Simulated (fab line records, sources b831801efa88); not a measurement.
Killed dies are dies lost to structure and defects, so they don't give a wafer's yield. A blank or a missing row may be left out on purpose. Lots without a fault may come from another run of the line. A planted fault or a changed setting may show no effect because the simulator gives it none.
A struck lot beside a sound one | flow sky130 | 26 steps out of a route of 708
Sound: wafers L511.1, L511.2, L511.4. Struck: wafer L523.6. (L523.2, L523.4 of the same lot were not struck and are left out.) The cause comes at the end.
At each step with rows: each side's tool, then ch and its chambers, then its first start. Under that, the readings that differ: sound wafers | struck wafers | difference of the means | sigmas: that difference in standard deviations of wafers without a fault.
alike: readings whose means differ by less than 2 such deviations, and words and numbers that are the same on both sides. not compared: withheld readings, readings that some wafer has no value for, bounds like >300 that may hide the same value, and numbers for which the record gives no deviation and whose values overlap.
The two part at a step that has a row with sigmas, a row that says differs or no value, or rows on one side only. Numbers that don't overlap but have no deviation are shown without sigmas and don't part them. A reading that every wafer of one side lacks parts them only if that side has two wafers or more.

first, 9 steps without rows for these wafers: SKY_LI_CONTACT_ETCH_14 (etches BARC in N2/H2, stops on SiO2, time 45.9 s, target depth 60 nm); SKY_LI_CONTACT_ETCH_15 (etches PSG in C4F8/O2/Ar, stops on Si, target depth 600 nm); SKY_LI_CONTACT_STRIP_16 (strips in O2/N2); SKY_LI_CONTACT_CLEAN_17 (cleans in NMP, time 600 s); SKY_LI_CONTACT_PRE_CLEAN_18 (time 5.6 s); SKY_LI_CONTACT_SPUTTER_19 (material Ti, target thk 20 nm, time 106.37 s); SKY_LI_CONTACT_SPUTTER_20 (material TiN, target thk 20 nm, time 80 s); SKY_LI_CONTACT_CVD_21 (deposits W, target thk 400 nm, time 120.56 s); SKY_LI_CONTACT_CMP_24 (polishes, stops on PSG, t overpolish 20 s, target thk 0 nm).
SKY_LOCAL_INTERCONNECT_SPUTTER_00: material TiN, target thk 100 nm, time 83.3 s.
  sound on pvd_sputter-03, day 29 05:33; struck on pvd_sputter-03, day 33 03:19
  reading                                                | sound             | struck | difference | sigmas
  model.TiN_of_LOCAL_INTERCONNECT_SPUTTER_00.thk_nm (nm) | 99.69 100.8 97.48 | 135    | +36        |
  alike: throttle_valve_pct
SKY_LOCAL_INTERCONNECT_RS_MEAS_01: measures by four-point-probe.
  sound on film_metro-01, day 29 05:37; struck on film_metro-04, day 33 03:23
  reading                            | sound             | struck | difference | sigmas
  LOCAL_INTERCONNECT_TIN_RS (ohm/sq) | 14.20 14.03 14.53 | 10.34  | -3.91      | -19
SKY_LOCAL_INTERCONNECT_THK_MEAS_02: measures by xrf.
  sound on film_metro-01, day 29 05:44; struck on film_metro-04, day 33 03:30
  reading                         | sound           | struck | difference | sigmas
  LOCAL_INTERCONNECT_TIN_THK (nm) | 98.9 100.0 96.7 | 134.6  | +36.1      | +28
then, 9 steps without rows for these wafers: SKY_LOCAL_INTERCONNECT_DEHYDRATE_03 (time 60 s); SKY_LOCAL_INTERCONNECT_HMDS_04 (prime time 60 s); SKY_LOCAL_INTERCONNECT_COAT_05 (resist thk 60 nm); SKY_LOCAL_INTERCONNECT_COAT_06 (resist thk 450 nm); SKY_LOCAL_INTERCONNECT_SOFTBAKE_07 (time 90 s); SKY_LOCAL_INTERCONNECT_EXPOSE_08 (exposes mask LI1M, target cd 170 nm); SKY_LOCAL_INTERCONNECT_PEB_09; SKY_LOCAL_INTERCONNECT_DEVELOP_10 (develop time 60 s); SKY_LOCAL_INTERCONNECT_ETCH_13 (etches BARC in N2/H2, stops on SiO2, time 45.9 s, target depth 60 nm).
SKY_LOCAL_INTERCONNECT_METAL_ETCH_14: etches TiN in Cl2/BCl3, stops on PSG, target depth 110 nm, time 31.4 s.
  sound on rie_metal-02 ch 0,1, day 30 10:48; struck on rie_metal-03 ch 1, day 34 06:16
  reading                     | sound                | struck | difference | sigmas
  drypump_motor_current_A (A) | 6.6 6.6 6.6          | 5.8    | -0.8       | -2
  oes_product_au (a.u.)       | 0.939 0.943 0.931    | 1.008  | +0.070     | +8
  throttle_valve_pct (%)      | 21.896 21.890 21.911 | 21.855 | -0.044     | -4
  alike: chamber_pressure_mTorr
  not compared: rf_hours_counter_h
then, 1 step without rows for these wafers: SKY_LOCAL_INTERCONNECT_STRIP_15 (strips in O2/N2).
SKY_LOCAL_INTERCONNECT_STRIP_16: strips in post etch residue remover, time 1200 s.
  sound on wet_bench-03 ch 1, day 30 10:58; struck on wet_bench-02 ch 2, day 34 06:25
  reading                                                | sound             | struck | difference | sigmas
  model.TiN_of_LOCAL_INTERCONNECT_SPUTTER_00.thk_nm (nm) | 99.28 100.4 97.06 | 134.6  | +35.7      |
then, 1 step without rows for these wafers: SKY_LOCAL_INTERCONNECT_CLEAN_17 (cleans in IPA, time 180 s).
-- the record jumps here: 14 days lie between the struck wafers' starts before and after (it left off in module LOCAL_INTERCONNECT and takes up again in module PAD_OPEN, whose first step shown is number 708 of the route) --
SKY_PAD_OPEN_PROBE_99:
  sound on prober-01, day 45 18:19; struck on prober-01, day 48 14:27
  alike: killed_at_M0_to_M3, killed_at_M4_up, killed_at_contacts, killed_at_front_end, killed_at_other, killed_dies, killed_open, killed_short

WHERE THEY PART
First at SKY_LOCAL_INTERCONNECT_RS_MEAS_01; last, within this record, at SKY_LOCAL_INTERCONNECT_METAL_ETCH_14. Later steps at which nothing parts them and some readings are alike: SKY_PAD_OPEN_PROBE_99.

WHY: what the simulator had put in
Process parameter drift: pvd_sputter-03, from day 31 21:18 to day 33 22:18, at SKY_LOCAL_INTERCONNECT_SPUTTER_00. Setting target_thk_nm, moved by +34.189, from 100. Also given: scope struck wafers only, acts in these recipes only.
